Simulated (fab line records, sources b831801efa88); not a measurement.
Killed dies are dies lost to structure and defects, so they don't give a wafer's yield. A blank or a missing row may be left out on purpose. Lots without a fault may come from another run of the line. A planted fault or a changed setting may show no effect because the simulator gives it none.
Problem report in the 8D (eight disciplines) form, filled by code | flow gf180mcu | the parts of the form that need people (team, actions taken, sign-off) are left out

1. THE PROBLEM
STI_OXIDATION_02_THK at GF_STI_THK_MEAS_30 reads a mean of 13.96 nm on 9 wafers of 3 lots; wafers without a fault read 10.04 nm with a standard deviation of 0.22. That is +18 standard deviations from the usual mean.
First seen on wafer L214.1, day 5 01:12, on film_metro-02. The record holds 43 wafers of 15 lots with a number at this step. Rule for "out", or "out of limits": more than 4 standard deviations from the usual mean. The other wafers with a number count as sound.

2. WHAT IT IS AND WHAT IT IS NOT
question                    | is                                          | is not
which readings at this step | STI_OXIDATION_02_THK                        | -
which lots                  | L214, L215, L217                            | L201, L202, L204, L205, L207, L208, L209, L212, L213, L216, L218, L224
which wafers of those lots  | all that have a number                      | -
read on which gauges        | film_metro-01, film_metro-02, film_metro-03 | -
when                        | from day 5 01:12                            | up to then (25 sound wafers); but 9 sound wafers of L216, L218, L224 came after

3. SUSPECTS, AND WHAT RULES EACH OUT
Counting: a tool at a process step up to the reading stays a suspect if it ran every lot that is out and no sound lot after the first of them.
- the gauge at GF_STI_THK_MEAS_30: ruled out. The wafers that are out were read on 3 gauges (film_metro-01, film_metro-02, film_metro-03).
- furnace-01 at GF_STI_OXIDATION_29 (stabilise 600 s, purge 300 s, target thk 10 nm): kept. It ran every lot that is out, first L214 (day 4 23:49), and no sound lot after that; its last sound lot up to then is L213 (day 4 19:11). Its own readings are out on those wafers: spike_tc_bottom_C, spike_tc_centre_C, spike_tc_lower_C, spike_tc_top_C, spike_tc_upper_C, zone_power_upper_pct.
Left after counting: furnace-01 at GF_STI_OXIDATION_29.

4. THE CAUSE (what the simulator had put in)
Process parameter drift: furnace-01, from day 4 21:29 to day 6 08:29, at GF_STI_OXIDATION_29. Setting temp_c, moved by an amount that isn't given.
Counting left only this tool.

5. THE CHAIN OF EFFECTS, in route order
Each row: a reading whose mean over the struck wafers that have a number lies more than 3 standard deviations from the usual. Only readings for which the record gives a usual standard deviation are gone through. hours: the time from each lot's start at the first step in this table that gives one to its start at this step, as a median over the lots. sigmas: the change in usual standard deviations.
hours | step                | reading              | usual    | on struck wafers | change | sigmas
0     | GF_STI_OXIDATION_29 | spike_tc_bottom_C    | 919.0 C  | 949.2            | +30.2  | +30
0     | GF_STI_OXIDATION_29 | spike_tc_centre_C    | 901.2 C  | 931.7            | +30.5  | +31
0     | GF_STI_OXIDATION_29 | spike_tc_lower_C     | 900.6 C  | 930.2            | +29.6  | +30
0     | GF_STI_OXIDATION_29 | spike_tc_top_C       | 916.2 C  | 942.2            | +26.0  | +11
0     | GF_STI_OXIDATION_29 | spike_tc_upper_C     | 899.7 C  | 928.5            | +28.8  | +24
0     | GF_STI_OXIDATION_29 | zone_power_upper_pct | 16.12 %  | 17.78            | +1.66  | +5.7
1     | GF_STI_THK_MEAS_30  | STI_OXIDATION_02_THK | 10.04 nm | 13.96            | +3.92  | +18
The process steps in it:
- GF_STI_OXIDATION_29: stabilise 600 s, purge 300 s, target thk 10 nm.

6. WHAT WOULD HAVE CAUGHT IT SOONER
In this record the first reading out of limits at a measuring or inspecting step was taken at day 5 01:12, 4 hours after the fault began at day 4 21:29.
The tool's own readings at GF_STI_OXIDATION_29 were out on every struck wafer that the step has a row for (spike_tc_bottom_C, spike_tc_centre_C, spike_tc_lower_C, spike_tc_top_C, spike_tc_upper_C, zone_power_upper_pct): an alarm limit on them would have fired on the first of those.
Of the lots that are out (3), L215, L217 began GF_STI_OXIDATION_29 on furnace-01 after day 5 01:12. A hold on the tool at that time would have spared those 2.
